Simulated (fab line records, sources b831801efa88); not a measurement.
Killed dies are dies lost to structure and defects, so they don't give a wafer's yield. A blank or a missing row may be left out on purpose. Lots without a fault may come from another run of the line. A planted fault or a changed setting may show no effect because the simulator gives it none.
fab line records | flow sky130
record lots=6 wafers=18 last_day=50
route steps=708 shown CAP2M@614 METAL4@621
lots that met no fault: from a run of the same line without faults
start_h: hours from the record's first day to the start of the lot's first wafer shown | wait_h: hours since the lot's step before | " the same as in the row above | L1.1+2: a row that stands for several wafers | - no value, or no start given | * or withheld: withheld | < > ~ a bound
route shown NAME@n: a module of which the file shows steps, and the number in the route of the first | usual: mean/standard deviation of fault-free wafers | same: alike in all rows | chamber/n: place in a boat | sites: the reading at each site | _std_site: their standard deviation | _edge_site: outer sites' mean less inner sites' | radius_mm: how far each site lies from the wafer's centre | mask NAME#n: copy n | behind: the tool/chamber that last shaped the wafer | hold: why the lot was held/for how many hours/how that ended | device: the transistor (n, p or np) that didn't switch | end of line: the same wafers' tests at the end of the route | a step without rows: its recipe alone | killed: dies lost to structure and defects at the first sort, not the wafer's yield | map: a wafer's dies, x killed, . not, _ none there
set.NAME: the setting as run; set.NAME@STEP: as run at that earlier step | model.NAME: the simulator's own value behind a step, which no gauge read
lots at some steps of the route; a table a step, a row a wafer
services: from which hour (start_h, from the record's first day; less than 0 if before it) a tool's chamber was out of use, for how many hours, and why
## steps
# step SKY_CAP2M_DEVELOP_11
# recipe resist=NOVOLAK developer=TMAH develop_time_s=60 dev_temp_c=23
# step SKY_CAP2M_OVL_MEAS_12
# usual CAP2M_OVL=-1.2/1.5
# columns lot.wafer tool chamber start_h wait_h CAP2M_OVL[nm]
L385.3 overlay-01 - 952.05 0.1 -1.2
L385.4 " - " " -0.8
L385.6 " - " " -1.4
L386.2 overlay-02 - 955.59 0.1 -0.8
L386.3 " - " " -0.9
L386.6 " - " " 0.3
L388.2 overlay-01 - 982.94 0.1 -1.8
L388.3 " - " " 0.2
L388.6 " - " " -1.0
L390.1 overlay-02 - 995.96 0.1 -2.2
L390.3 " - " " -3.2
L390.6 " - " " -1.7
L403.1 overlay-02 - 1080.70 0.1 -2.7
L403.3 " - " " -0.7
L403.4 " - " " -3.7
L407.2 overlay-01 - 1098.50 0.1 -0.4
L407.4 " - " " -0.8
L407.5 " - " " -2.0
# step SKY_CAP2M_METAL_ETCH_13
# recipe target_depth_nm=220 stop_on=SiO2 chemistry=Cl2/BCl3 target=TiN pressure_mtorr=10 icp_w=900 bias_w=48.5 Cl2_flow_sccm=60 bcl3_flow_sccm=30 time_s=62.9
# usual drypump_motor_current_A=5.4/0.35 oes_product_au=0.942/0.0057 throttle_valve_pct=21.900/0.0097
# columns lot.wafer tool chamber start_h wait_h drypump_motor_current_A oes_product_au rf_hours_counter_h throttle_valve_pct
L385.3 rie_metal-02 1 952.10 0.0 5.1 0.949 - 21.902
L385.4 " 0 " " 5.3 0.939 - 21.899
L385.6 " 1 " " 5.1 0.931 - 21.906
L386.2 rie_metal-04 1 955.62 0.0 5.9 0.940 7 21.902
L386.3 " 0 " " 5.0 0.948 - 21.887
L386.6 " 1 " " 5.8 0.942 - 21.899
L388.2 rie_metal-01 0 983.00 0.0 5.4 0.941 - 21.921
L388.3 " 0 " " 5.4 0.946 - 21.906
L388.6 " 0 " " 5.4 0.948 - 21.909
L390.1 rie_metal-01 0 996.00 0.0 5.4 0.949 12 21.914
L390.3 " 0 " " 5.4 0.940 - 21.913
L390.6 " 0 " " 5.3 0.934 - 21.896
L403.1 rie_metal-01 0 1080.73 0.0 5.3 0.940 17 21.902
L403.3 " 1 " " 5.9 0.932 - 21.903
L403.4 " 0 " " 5.3 0.943 - 21.907
L407.2 rie_metal-01 1 1098.53 0.0 5.8 0.929 20 21.900
L407.4 " 0 " " 5.3 0.936 - 21.904
L407.5 " 1 " " 5.8 0.936 - 21.912
# step SKY_CAP2M_STRIP_14
# recipe chemistry=O2/N2 power_w=1400 pressure_mtorr=1500 platen_temp_c=withheld o2_flow_sccm=3000 n2_flow_sccm=300 overash_fraction=0.5
# usual drypump_motor_current_A=5.6/0.47 oes_product_au=0.710/0.0042 strip_time_to_endpoint_s=12.67/0.04
# columns lot.wafer tool chamber start_h wait_h drypump_motor_current_A oes_product_au rf_hours_counter_h strip_time_to_endpoint_s
L385.3 plasma_asher-04 0 952.18 0.1 5.1 0.711 - 12.66
L385.4 " 1 " " 5.7 0.704 - 12.65
L385.6 " 1 " " 5.7 0.715 - 12.67
L386.2 plasma_asher-04 1 955.72 0.1 5.7 0.701 21 12.68
L386.3 " 1 " " 5.7 0.711 - 12.70
L386.6 " 0 " " 5.1 0.709 - 12.72
L388.2 plasma_asher-03 1 983.13 0.1 5.0 0.712 56 12.71
L388.3 " 1 " " 5.0 0.713 - 12.74
L388.6 " 0 " " 6.5 0.717 - 12.64
L390.1 plasma_asher-03 0 996.07 0.1 6.5 0.712 57 12.77
L390.3 " 0 " " 6.5 0.708 - 12.68
L390.6 " 0 " " 6.5 0.717 - 12.69
L403.1 plasma_asher-04 0 1080.81 0.1 5.1 0.709 32 12.70
L403.3 " 1 " " 5.7 0.703 - 12.67
L403.4 " 0 " " 5.1 0.706 - 12.73
L407.2 plasma_asher-02 0 1098.61 0.1 5.7 0.707 4 12.72
L407.4 " 1 " " 5.5 0.711 - 12.74
L407.5 " 0 " " 5.7 0.714 - 12.74
# step SKY_CAP2M_STRIP_15
# recipe chemistry=post_etch_residue_remover time_s=1200 temp_c=72.5
# step SKY_CAP2M_CLEAN_16
# recipe chemistry=IPA time_s=180 temp_c=25
# step SKY_CAP2M_CLEAN_17
# recipe chemistry=O3/DIW dry=n2_spin
# step SKY_METAL4_DEHYDRATE_05
# recipe temp_c=200 time_s=60
# step SKY_METAL4_HMDS_06
# recipe prime_time_s=60 prime_temp_c=120
# step SKY_METAL4_COAT_07
# recipe resist=BARC temp_c=withheld time_s=withheld spin_rpm=3000 resist_thk_nm=60
# step SKY_METAL4_COAT_08
# recipe resist=KrF-thick spin_rpm=3000 resist_thk_nm=1140
# step SKY_METAL4_SOFTBAKE_09
# recipe temp_c=100 time_s=90 resist=KrF-thick
# step SKY_METAL4_EXPOSE_10
# recipe mask_id=MM4 na=0.68 source_shape=annular sigma_inner=0.4 sigma_outer=0.8 target_cd_nm=300 dose_mj=28
# usual exposure_dose_mJ_cm2=27.95/0.042 focus_offset_nm=0.1/0.5
# columns lot.wafer tool chamber start_h wait_h mask exposure_dose_mJ_cm2 focus_offset_nm
L385.3 krf_scanner-02 0 965.10 - MM4#0 27.93 0.1
L385.4 " 0 " " MM4#0 27.93 0.0
L385.6 " 0 " " MM4#0 27.96 0.1
L386.2 krf_scanner-01 0 968.51 - MM4#0 27.96 0.1
L386.3 " 0 " " MM4#0 28.00 0.2
L386.6 " 0 " " MM4#0 27.99 0.3
L388.2 krf_scanner-01 - 995.93 - MM4#0 - -
L388.3 " - " " MM4#0 - -
L388.6 " - " " MM4#0 - -
L390.1 krf_scanner-02 - 1008.49 - MM4#0 - -
L390.3 " - " " MM4#0 - -
L390.6 " - " " MM4#0 - -
L403.1 krf_scanner-02 0 1091.71 - MM4#0 27.89 0.7
L403.3 " 0 " " MM4#0 27.86 1.0
L403.4 " 0 " " MM4#0 27.88 0.5
L407.2 krf_scanner-02 0 1109.59 - MM4#0 27.94 -0.1
L407.4 " 0 " " MM4#0 27.91 0.6
L407.5 " 0 " " MM4#0 27.91 0.4
# step SKY_METAL4_PEB_11
# recipe peb_temp_c=withheld peb_time_s=withheld resist=KrF-thick
## services
# columns tool chamber start_h hours kind
krf_scanner-01 - 931.22 0.8 pm
krf_scanner-01 - 936.74 3.6 pm
rie_metal-02 - 939.40 0.8 repair
rie_metal-02 - 941.51 9.8 repair
krf_scanner-02 - 942.89 1.0 pm
krf_scanner-01 - 955.40 1.3 pm
krf_scanner-02 - 965.52 1.3 pm
krf_scanner-01 - 966.86 0.8 pm
plasma_asher-04 - 969.31 1.4 repair
krf_scanner-01 - 974.67 4.0 pm
rie_metal-01 1 977.83 9.0 repair
krf_scanner-01 - 986.35 0.9 repair
krf_scanner-01 - 1004.13 1.0 pm
plasma_asher-03 - 1004.26 1.6 repair
rie_metal-04 - 1013.53 0.4 repair
krf_scanner-02 - 1034.84 0.8 pm
krf_scanner-02 0 1043.21 - calibration
plasma_asher-04 - 1045.34 14.6 pm
plasma_asher-03 - 1052.06 15.6 pm
krf_scanner-01 - 1052.35 0.6 repair
plasma_asher-02 - 1055.35 9.0 pm
plasma_asher-04 - 1065.75 1.9 repair
plasma_asher-04 - 1072.80 6.1 repair
krf_scanner-01 - 1100.02 0.8 pm
## key
first_sign step=SKY_METAL4_EXPOSE_10 reading=tool_record direction=missing
effect none on later readings
met_at SKY_METAL4_EXPOSE_10
struck_wafers L388.2,L388.3,L388.6,L390.1,L390.3,L390.6
later_rows_left_out L388.2,L388.3,L388.6,L390.1,L390.3,L390.6
sort_left_out L388.2,L388.3,L388.6,L390.1,L390.3,L390.6
onset_between 968.51 995.93
fault kind=skipped_step_whole tool=krf_scanner-01,krf_scanner-02 chamber=- onset_h=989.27 steps=SKY_METAL4_EXPOSE_10 scope=struck_lots_only
# sort_left_out: the simulated sort isn't trusted on such a fault, so these wafers' sort isn't shown, and their yield isn't known
# later_rows_left_out: the simulator's readings of these wafers behind a module that went badly wrong aren't trusted and aren't shown, but for the sort
